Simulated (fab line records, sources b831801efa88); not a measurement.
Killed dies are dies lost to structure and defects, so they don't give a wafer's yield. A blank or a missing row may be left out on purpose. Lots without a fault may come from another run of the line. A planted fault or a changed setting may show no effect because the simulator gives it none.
Which tool did it? | flow gf180mcu | 13 lots, 39 wafers sampled, at 3 steps of a route of 602

WHAT THE GAUGES READ, wafer by wafer
GF_M5_OVL_MEAS_08.
lot  | measured     | on         | M5_OVL (nm)
L901 | day 27 13:33 | overlay-02 | 5 -1 1
L902 | day 27 21:49 | overlay-01 | -5 -6 -8
L903 | day 28 05:02 | overlay-02 | 0 2 0
L906 | day 28 17:54 | overlay-02 | -10 -4 5
L905 | day 28 21:09 | overlay-01 | -2 -5 -2
L907 | day 29 01:18 | overlay-01 | -6 -2 -5
L913 | day 30 19:03 | overlay-02 | -5 5 6
L914 | day 31 00:58 | overlay-01 | -6 -4 -8
L915 | day 31 09:44 | overlay-02 | 2 5 4
L916 | day 31 17:35 | overlay-02 | -9 -9 -8
L918 | day 32 04:10 | overlay-02 | -9 -6 -9
L920 | day 32 14:01 | overlay-01 | 4 6 4
L921 | day 32 18:26 | overlay-01 | -2 1 5

GF_V5_THK_MEAS_03.
lot  | measured     | on            | V5_CVD_02_THK (nm)
L901 | day 27 14:31 | film_metro-04 | 1421 1435 1454
L902 | day 27 22:47 | film_metro-01 | 1462 1462 1470
L903 | day 28 06:04 | film_metro-01 | 1451 1451 1468
L906 | day 28 18:51 | film_metro-02 | 1437 1469 1475
L905 | day 28 22:05 | film_metro-01 | 1438 1450 1441
L907 | day 29 02:17 | film_metro-02 | 1423 1475 1457
L913 | day 30 20:02 | film_metro-04 | 1443 1449 1464
L914 | day 31 01:58 | film_metro-04 | 1424 1456 1464
L915 | day 31 10:40 | film_metro-01 | 1455 1440 1477
L916 | day 31 18:33 | film_metro-02 | 1434 1476 1447
L918 | day 32 05:14 | film_metro-02 | 1425 1475 1445
L920 | day 32 15:04 | film_metro-04 | 1444 1419 1451
L921 | day 32 19:31 | film_metro-01 | 1426 1448 1444

WHICH TOOL RAN EACH LOT (tool, then ch and the chambers of the sampled wafers, then the start)
lot  | GF_M5_ETCH_09
L901 | rie_diel-04 ch 2,3, day 27 13:35
L902 | rie_diel-03 ch 2,3, day 27 21:52
L903 | rie_diel-02 ch 0,2,3, day 28 05:05
L906 | rie_diel-02 ch 0,2, day 28 17:56
L905 | rie_diel-02 ch 0,2,3, day 28 21:11
L907 | rie_diel-02 ch 0,2,3, day 29 01:20
L913 | rie_diel-04 ch 1,3, day 30 19:05
L914 | rie_diel-03 ch 0,2,3, day 31 00:59
L915 | rie_diel-04 ch 2,3, day 31 09:47
L916 | rie_diel-02 ch 1,2, day 31 17:37
L918 | rie_diel-03 ch 2,3, day 32 04:13
L920 | rie_diel-03 ch 1,3, day 32 14:04
L921 | rie_diel-03 ch 0,1,3, day 32 18:29
- GF_M5_ETCH_09: etches Si3N4 in CF4/O2, target depth 52 nm, time 11.6 s.

WHAT THE TOOLS THEMSELVES READ (means of the sampled wafers that have a number; where no wafer has one, the mark that the record gives instead)
GF_M5_ETCH_09.
lot  | tool        | drypump_motor_current_A (A) | oes_product_au (a.u.) | throttle_valve_pct (%)
L901 | rie_diel-04 | 5.0                         | 1.003                 | 5.976
L902 | rie_diel-03 | 5.3                         | 1.002                 | 5.982
L903 | rie_diel-02 | 5.2                         | 0.984                 | 5.970
L906 | rie_diel-02 | 5.3                         | 0.998                 | 5.972
L905 | rie_diel-02 | 5.2                         | 0.990                 | 5.966
L907 | rie_diel-02 | 5.2                         | 0.994                 | 5.963
L913 | rie_diel-04 | 5.3                         | 0.990                 | 5.965
L914 | rie_diel-03 | 5.7                         | 1.004                 | 5.980
L915 | rie_diel-04 | 5.1                         | 0.989                 | 5.960
L916 | rie_diel-02 | 5.9                         | 0.992                 | 5.974
L918 | rie_diel-03 | 5.5                         | 0.991                 | 5.984
L920 | rie_diel-03 | 6.0                         | 0.994                 | 5.972
L921 | rie_diel-03 | 6.1                         | 1.006                 | 5.973

THE ANSWER, worked out from the rows above alone
Rule: what is usual is taken from the lots themselves. Put in order of their means at a reading, lots are off if they are a third of the lots or fewer, leave a main group of 4 or more, and stand apart from it by a gap of 3 or more times the standard deviation of the main group's means; of several such gaps the widest counts. A main group whose means are all the same, to the digits that the tables above print for the reading, isn't used. A lot without any number at a reading at which 4 lots or more have one is off too. The other lots that the step has rows for count as sound. The gauges are gone through in route order, then the tools' own readings, and for those a lot's mean is taken as printed above. The first step at which some lot is off is used, and at that step the reading that is off furthest; a lot without a number counts as furthest.
No lot is off at any reading shown: from this, nothing can be told.

WHAT THE SIMULATOR HAD PUT IN
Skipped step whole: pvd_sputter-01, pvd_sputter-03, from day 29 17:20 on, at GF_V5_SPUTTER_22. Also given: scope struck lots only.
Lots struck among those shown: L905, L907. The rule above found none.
